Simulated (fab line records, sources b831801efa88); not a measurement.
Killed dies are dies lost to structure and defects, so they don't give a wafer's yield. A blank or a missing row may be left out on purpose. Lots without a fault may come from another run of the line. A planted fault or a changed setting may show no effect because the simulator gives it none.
Problem report in the 8D (eight disciplines) form, filled by code | flow sky130 | the parts of the form that need people (team, actions taken, sign-off) are left out

1. THE PROBLEM
rf_fwd_power_W at SKY_METAL3_ETCH_17 reads a mean of 1222 W on 6 wafers of 2 lots; wafers without a fault read 1466 W with a standard deviation of 7.5. That is -32 standard deviations from the usual mean.
The step: etches SiO2 in C4F8/O2/Ar, stops on TiN, time 3.9 s, target depth 15 nm.
First seen on wafer L743.1, day 40 19:33, on rie_diel-04. The record holds 36 wafers of 12 lots with a number at this step. Rule for "out", or "out of limits": more than 4 standard deviations from the usual mean. The other wafers with a number count as sound.

2. WHAT IT IS AND WHAT IT IS NOT
question                    | is                     | is not
which readings at this step | rf_fwd_power_W         | bias_w, oes_product_au
which lots                  | L743, L747             | L737, L740, L741, L752, L753, L756, L757, L758, L759, L760
which wafers of those lots  | all that have a number | -
read on which tools         | rie_diel-04            | rie_diel-02, rie_diel-03
when                        | from day 40 19:33      | up to then (9 sound wafers); but 21 sound wafers of L752, L753, L756, L757, L758, L759, L760 came after

3. SUSPECTS, AND WHAT RULES EACH OUT
Counting: a tool at a process step up to the reading stays a suspect if it ran every lot that is out and no sound lot after the first of them.
- rie_metal-02 at SKY_CAPM_METAL_ETCH_13 (etches TiN in Cl2/BCl3, stops on SiO2, target depth 220 nm, time 62.9 s): ruled out as a lasting fault. Sound lots L753, L757, L758, L760 ran on it after its first lot that is out, L743 (day 39 17:34).
- rie_diel-04 at SKY_METAL3_ETCH_17 (etches SiO2 in C4F8/O2/Ar, stops on TiN, time 3.9 s, target depth 15 nm): ruled out as a lasting fault. Sound lots L757 ran on it after its first lot that is out, L743 (day 40 19:33).
Left after counting: nothing in the record.

4. THE CAUSE (what the simulator had put in)
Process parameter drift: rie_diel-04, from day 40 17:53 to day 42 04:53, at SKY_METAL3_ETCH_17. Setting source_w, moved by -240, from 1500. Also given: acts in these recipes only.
Counting ruled it out, wrongly.

5. THE CHAIN OF EFFECTS, in route order
Each row: a reading whose mean over the struck wafers that have a number lies more than 3 standard deviations from the usual. Only readings for which the record gives a usual standard deviation are gone through. hours: the time from each lot's start at the first step in this table that gives one to its start at this step, as a median over the lots. sigmas: the change in usual standard deviations.
hours | step               | reading        | usual  | on struck wafers | change | sigmas
0     | SKY_METAL3_ETCH_17 | rf_fwd_power_W | 1466 W | 1222             | -244   | -32
The process steps in it:
- SKY_METAL3_ETCH_17: etches SiO2 in C4F8/O2/Ar, stops on TiN, time 3.9 s, target depth 15 nm.
Later measuring or inspecting steps at which every struck wafer that the step has a row for has a number for every such reading, and none has moved that far: SKY_VIA3_BOW_MEAS_03.

6. WHAT WOULD HAVE CAUGHT IT SOONER
In this record the first reading out of limits was taken at day 40 19:33, 2 hours after the fault began at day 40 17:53.
